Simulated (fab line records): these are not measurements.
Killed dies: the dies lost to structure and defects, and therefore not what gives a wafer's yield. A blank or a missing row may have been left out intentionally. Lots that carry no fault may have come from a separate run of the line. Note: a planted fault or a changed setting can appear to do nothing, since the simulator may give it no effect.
One fault seen from 2 desks + flow gf180mcu + numbers are kept per desk, each desk with only its own; the story behind them comes last

THE METROLOGY DESK
Means of the sampled wafers that have a number, per lot and without regard to the tool the lot ran on: this is what the gauges read. Marked OUT: a lot whose mean sits more than 4 standard deviations from the usual mean, which makes it out of limits; the brackets give that distance.
Columns: A = STI_OXIDATION_02_THK at GF_STI_THK_MEAS_30, usual 10.06 nm; B = SAB_OVL at GF_SAB_OVL_MEAS_10, usual -0.8 nm
| lot  | first seen here | A               | B    |
|------|-----------------|-----------------|------|
| L958 | day 2 06:58     | 9.88            | -2.9 |
| L959 | day 2 12:37     | 10.26           | 1.5  |
| L960 | day 2 16:14     | 9.85            | 0.6  |
| L961 | day 2 21:43     | 9.97            | -2.5 |
| L962 | day 3 03:14     | 10.09           | -1.9 |
| L963 | day 3 09:12     | 10.46           | -1.8 |
| L971 | day 5 02:52     | 12.51 (+14) OUT | 0.9  |
| L972 | day 5 09:36     | 12.64 (+15) OUT | -2.5 |
| L974 | day 5 17:03     | 10.14           | -1.9 |
| L976 | day 6 04:04     | 9.96            | -0.7 |
| L978 | day 6 14:26     | 9.85            | -0.5 |
This desk's result: L971, L972 out of limits, first on L971 (STI_OXIDATION_02_THK at GF_STI_THK_MEAS_30), day 5 02:52. In limits: L958, L959, L960, L961, L962, L963, L974, L976, L978.

DESK OF THE TOOL OWNER: furnace-01
The tool's own readings at GF_STI_OXIDATION_29 (stabilise 600 s, purge 300 s, target thk 10 nm): means of the sampled wafers that have a number, for each lot that ran on this tool. Marked OUT: a lot whose mean sits more than 4 standard deviations from the usual mean, which makes it out of limits; the brackets give that distance.
Columns: A = spike tc centre C at GF_STI_OXIDATION_29, usual 899.6 C; B = spike tc lower C at GF_STI_OXIDATION_29, usual 900.9 C; C = spike tc top C at GF_STI_OXIDATION_29, usual 909 C; D = spike tc upper C at GF_STI_OXIDATION_29, usual 899.5 C; E = zone power bottom pct at GF_STI_OXIDATION_29, usual 32 %; F = zone power top pct at GF_STI_OXIDATION_29, usual 38.3 %
| lot  | first seen here | A               | B               | C              | D               | E  | F               |
|------|-----------------|-----------------|-----------------|----------------|-----------------|----|-----------------|
| L958 | day 2 05:34     | 899.7           | 900.3           | 905            | 899.5           | 35 | 38.1            |
| L960 | day 2 14:50     | 900.0           | 901.0           | 905            | 898.8           | 35 | 38.2            |
| L971 | day 5 01:28     | 921.6 (+20) OUT | 923.0 (+20) OUT | 925 (+4.2) OUT | 920.4 (+21) OUT | 37 | 40.1 (+4.5) OUT |
| L972 | day 5 08:11     | 921.6 (+20) OUT | 922.6 (+20) OUT | 926 (+4.4) OUT | 921.6 (+22) OUT | 38 | 40.3 (+4.9) OUT |
Finding of this desk: L971, L972 out of limits; the first was L971 at day 5 01:28, on spike tc centre C at GF_STI_OXIDATION_29. In limits: L958, L960.

TAKEN TOGETHER
The tool owner's desk had the chance to raise an alarm at day 5 01:28 on L971, L972.
At day 5 02:52 the metrology desk could have sounded an alarm, on L971, L972.
All the named lots went through GF_STI_OXIDATION_29 on furnace-01.

WHAT WAS PUT IN BY THE SIMULATOR
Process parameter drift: furnace-01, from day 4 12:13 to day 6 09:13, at GF_STI_OXIDATION_29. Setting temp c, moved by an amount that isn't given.
Shown lots that were struck: L971, L972.
Hours from the fault's start to each desk's first reading out of limits: the tool owner's desk, 13; the metrology desk, 15.
